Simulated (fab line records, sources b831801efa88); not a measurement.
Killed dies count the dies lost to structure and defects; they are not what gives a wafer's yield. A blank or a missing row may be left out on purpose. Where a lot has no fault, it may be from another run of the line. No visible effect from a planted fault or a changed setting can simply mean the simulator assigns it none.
Problem report in the 8D (eight disciplines) form, filled by code -- flow gf180mcu -- the parts of the form that need people (team, actions taken, sign-off) are left out

== 1. PROBLEM STATEMENT ==
At GF_M2_METAL_ETCH_16, run length s averages 118.5 s over 6 wafers from 2 lots, while fault-free wafers read 133.1 s, standard deviation 0.36. Measured from the usual mean, that is -41 standard deviations.
The step: etches the open film in Cl2/BCl3, stops on SiO2, target depth 627.5 nm, time 104.6 s.
First observed at day 21 08:42: wafer L828.1, on rie metal-01. The record holds 18 wafers of 6 lots with a number at this step. Rule for "out" (also "out of limits"): further than 4 standard deviations from the usual mean. The other wafers with a number count as sound.

== 2. WHAT IT IS, AND WHAT IT ISN'T ==
question,is,is not
which readings at this step,run length s,drypump motor current A
which lots,"L828, L829","L823, L833, L840, L844"
which wafers of those lots,all that have a number,-
read on which tools,rie metal-01,"rie metal-02, rie metal-03"
when,from day 21 08:42,"up to then (3 sound wafers); but 9 sound wafers of L833, L840, L844 came after"

== 3. THE SUSPECTS, EACH WITH WHAT RULES IT OUT ==
Counting: a tool at a process step up to the reading stays a suspect if it ran every lot that is out and no sound lot after the first of them.
- pvd sputter-04 at GF_M2_SPUTTER_04 (material TiN, target thk 50 nm, time 41.7 s): kept. It ran every lot that is out, first L828 (day 20 09:19), and no sound lot after that.
- rie metal-01 at GF_M2_METAL_ETCH_16 (etches the open film in Cl2/BCl3, stops on SiO2, target depth 627.5 nm, time 104.6 s): ruled out as a lasting fault. After its first lot that is out, L828 (day 21 08:42), sound lots L844 ran on it.
Remaining after the count: pvd sputter-04 at GF_M2_SPUTTER_04.

== 4. THE CAUSE (what the simulator had put in) ==
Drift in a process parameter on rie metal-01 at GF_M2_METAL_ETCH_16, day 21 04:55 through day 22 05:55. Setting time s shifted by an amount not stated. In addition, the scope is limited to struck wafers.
Counting ruled it out, wrongly.

== 5. THE EFFECT CHAIN, in route order ==
Each row: a reading where the mean over the struck wafers with a number is more than 3 standard deviations away from the usual. Readings are gone through only where the record gives a usual standard deviation; hours: the median, over the lots, of the time from a lot's start at the first step in this table giving one to that lot's start at this step; sigmas: the change measured in usual standard deviations.
hours,step,reading,usual,on struck wafers,change,sigmas
0,GF_M2_METAL_ETCH_16,oes product au,0.970 a.u.,0.999,+0.029,+4.3
0,GF_M2_METAL_ETCH_16,run length s,133.1 s,118.5,-14.6,-41
0,GF_M2_METAL_ETCH_16,throttle valve pct,28.252 %,28.217,-0.035,-3.5
0,GF_M2_STRIP_17,strip time to endpoint s,7.90 s,8.22,+0.32,+7.7
Its process steps:
- GF_M2_METAL_ETCH_16: etches the open film in Cl2/BCl3, stops on SiO2, target depth 627.5 nm, time 104.6 s.
- GF_M2_STRIP_17: strips in O2/N2.

== 6. WHAT WOULD HAVE CAUGHT IT SOONER ==
In this record the first reading out of limits was taken at day 21 08:42, 4 hours after the fault began at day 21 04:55.
